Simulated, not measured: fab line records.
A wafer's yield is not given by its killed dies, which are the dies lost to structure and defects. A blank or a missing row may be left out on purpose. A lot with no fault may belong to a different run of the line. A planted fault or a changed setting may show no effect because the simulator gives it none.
Lot-split experiment / flow gf180mcu / 5 lots, 23 wafers read, on a route of 602 steps

== ABOUT THE SPLIT ==
At GF_HV_LDD_COAT_41 (resist thk 1000 nm), the setting resist thk nm was moved away from the recipe's 1000 nm on 6 of the 23 wafers read, by -2.0% to +5.3%. The other wafers ran this setting at the recipe's value.

The reading is taken at the split's own step.

== THE READING ==
NOVOLAK_of_HV_LDD_COAT_41.thk nm (the simulator's own value, which no gauge read), in nm, at GF_HV_LDD_COAT_41 (resist thk 1000 nm). The file does not state a usual value for it. Here, 17 wafers ran the recipe; their average is 1000.0 nm with a standard deviation of 3.9 nm.

wafer=L074.1; tool, chamber at the split=litho track-03, 0; resist thk nm as run, nm=1000; against the recipe=recipe; NOVOLAK_of_HV_LDD_COAT_41.thk nm, nm=1004; against lot-mates on the recipe=-
wafer=L074.2; tool, chamber at the split=litho track-03, 0; resist thk nm as run, nm=1053; against the recipe=+5.3%; NOVOLAK_of_HV_LDD_COAT_41.thk nm, nm=1059; against lot-mates on the recipe=+55.0
wafer=L074.4; tool, chamber at the split=litho track-03, 0; resist thk nm as run, nm=1000; against the recipe=recipe; NOVOLAK_of_HV_LDD_COAT_41.thk nm, nm=1003; against lot-mates on the recipe=-
wafer=L074.5; tool, chamber at the split=litho track-03, 0; resist thk nm as run, nm=1053; against the recipe=+5.3%; NOVOLAK_of_HV_LDD_COAT_41.thk nm, nm=1056; against lot-mates on the recipe=+52.0
wafer=L074.6; tool, chamber at the split=litho track-03, 0; resist thk nm as run, nm=1000; against the recipe=recipe; NOVOLAK_of_HV_LDD_COAT_41.thk nm, nm=1005; against lot-mates on the recipe=-
wafer=L075.1; tool, chamber at the split=litho track-03, 0; resist thk nm as run, nm=1000; against the recipe=recipe; NOVOLAK_of_HV_LDD_COAT_41.thk nm, nm=1003; against lot-mates on the recipe=-
wafer=L075.4; tool, chamber at the split=litho track-03, 0; resist thk nm as run, nm=1000; against the recipe=recipe; NOVOLAK_of_HV_LDD_COAT_41.thk nm, nm=1003; against lot-mates on the recipe=-
wafer=L075.6; tool, chamber at the split=litho track-03, 0; resist thk nm as run, nm=1000; against the recipe=recipe; NOVOLAK_of_HV_LDD_COAT_41.thk nm, nm=1003; against lot-mates on the recipe=-
wafer=L075.3; tool, chamber at the split=litho track-03, 0; resist thk nm as run, nm=1000; against the recipe=recipe; NOVOLAK_of_HV_LDD_COAT_41.thk nm, nm=1001; against lot-mates on the recipe=-
wafer=L075.5; tool, chamber at the split=litho track-03, 0; resist thk nm as run, nm=1000; against the recipe=recipe; NOVOLAK_of_HV_LDD_COAT_41.thk nm, nm=1002; against lot-mates on the recipe=-
wafer=L082.1; tool, chamber at the split=litho track-02, 0; resist thk nm as run, nm=980.4; against the recipe=-2.0%; NOVOLAK_of_HV_LDD_COAT_41.thk nm, nm=974; against lot-mates on the recipe=-19.4
wafer=L082.2; tool, chamber at the split=litho track-02, 0; resist thk nm as run, nm=1000; against the recipe=recipe; NOVOLAK_of_HV_LDD_COAT_41.thk nm, nm=994; against lot-mates on the recipe=-
wafer=L082.3; tool, chamber at the split=litho track-02, 0; resist thk nm as run, nm=980.4; against the recipe=-2.0%; NOVOLAK_of_HV_LDD_COAT_41.thk nm, nm=977.9; against lot-mates on the recipe=-15.5
wafer=L082.5; tool, chamber at the split=litho track-02, 0; resist thk nm as run, nm=1000; against the recipe=recipe; NOVOLAK_of_HV_LDD_COAT_41.thk nm, nm=995.1; against lot-mates on the recipe=-
wafer=L082.6; tool, chamber at the split=litho track-02, 0; resist thk nm as run, nm=1000; against the recipe=recipe; NOVOLAK_of_HV_LDD_COAT_41.thk nm, nm=991; against lot-mates on the recipe=-
wafer=L083.2; tool, chamber at the split=litho track-02, 0; resist thk nm as run, nm=1000; against the recipe=recipe; NOVOLAK_of_HV_LDD_COAT_41.thk nm, nm=997.4; against lot-mates on the recipe=-
wafer=L083.3; tool, chamber at the split=litho track-02, 0; resist thk nm as run, nm=979.7; against the recipe=-2.0%; NOVOLAK_of_HV_LDD_COAT_41.thk nm, nm=977.4; against lot-mates on the recipe=-19.7
wafer=L083.4; tool, chamber at the split=litho track-02, 0; resist thk nm as run, nm=1000; against the recipe=recipe; NOVOLAK_of_HV_LDD_COAT_41.thk nm, nm=996.6; against lot-mates on the recipe=-
wafer=L083.5; tool, chamber at the split=litho track-02, 0; resist thk nm as run, nm=979.7; against the recipe=-2.0%; NOVOLAK_of_HV_LDD_COAT_41.thk nm, nm=974.9; against lot-mates on the recipe=-22.2
wafer=L083.6; tool, chamber at the split=litho track-02, 0; resist thk nm as run, nm=1000; against the recipe=recipe; NOVOLAK_of_HV_LDD_COAT_41.thk nm, nm=997.3; against lot-mates on the recipe=-
wafer=L084.1; tool, chamber at the split=litho track-03, 0; resist thk nm as run, nm=1000; against the recipe=recipe; NOVOLAK_of_HV_LDD_COAT_41.thk nm, nm=1002; against lot-mates on the recipe=-
wafer=L084.4; tool, chamber at the split=litho track-03, 0; resist thk nm as run, nm=1000; against the recipe=recipe; NOVOLAK_of_HV_LDD_COAT_41.thk nm, nm=1002; against lot-mates on the recipe=-
wafer=L084.2; tool, chamber at the split=litho track-03, 0; resist thk nm as run, nm=1000; against the recipe=recipe; NOVOLAK_of_HV_LDD_COAT_41.thk nm, nm=1000; against lot-mates on the recipe=-

THE FIT
A straight line over all 23 wafers: NOVOLAK_of_HV_LDD_COAT_41.thk nm changes by +11.1 nm for each +1% of resist thk nm; r = +0.98; the points scatter about the line by 3.7 nm.
The same after taking each lot's own level away (the mean of its wafers on the recipe; 23 wafers): +9.98 nm for each +1%; r = +1.00; scatter 1.4 nm.
On that fit, the largest move of resist thk nm shifts the reading by 53 nm.
Across the lots, their own levels run from 993.37 to 1004.00 nm, a range of 2.7 times the standard deviation given above.
In other words, the slope is changed by the lot-to-lot level; the two fits disagree.
Check: +51.7 nm against its lot-mates is what the line predicts for one of the wafers moved furthest among these (+5.3%) when that wafer is left out of the fit. It came out at +55 nm against them.

== ADDITIONAL SPLITS CARRIED BY THESE WAFERS ==
Note: prior to the reading, these wafers also went through further splits. Each is held against what the fit with the lots' levels taken away leaves over:
other split on the same wafers=GF_DUAL_GATE_STRIP_13 power w; wafers away from the commonest value=5; r with NOVOLAK_of_HV_LDD_COAT_41.thk nm (lot level and that fit taken away)=-0.43
other split on the same wafers=GF_HV_LDD_EXPOSE_04 dose mj; wafers away from the commonest value=11; r with NOVOLAK_of_HV_LDD_COAT_41.thk nm (lot level and that fit taken away)=+0.43
other split on the same wafers=GF_HV_LDD_COAT_14 resist thk nm; wafers away from the commonest value=10; r with NOVOLAK_of_HV_LDD_COAT_41.thk nm (lot level and that fit taken away)=-0.14
other split on the same wafers=GF_HV_LDD_STRIP_22 platen temp c; wafers away from the commonest value=5; r with NOVOLAK_of_HV_LDD_COAT_41.thk nm (lot level and that fit taken away)=+0.16

== THE WHOLE CHAIN: every reading that the file lists as answering this split, in the file's order ==
step=GF_HV_LDD_COAT_41; what it does=resist thk 1000 nm; reading=NOVOLAK_of_HV_LDD_COAT_41.thk nm (the simulator's own value, which no gauge read); change (the file's fit)=+10.1 nm for each +1% of the setting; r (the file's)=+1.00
step=GF_HV_LDD_STRIP_49; what it does=strips in O2/N2; reading=strip time to endpoint s; change (the file's fit)=withheld for each +1% of the setting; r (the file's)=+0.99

== FILE'S OWN FIT ==
NOVOLAK_of_HV_LDD_COAT_41.thk nm changes by +10.1 nm for each +1% of resist thk nm, r = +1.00.
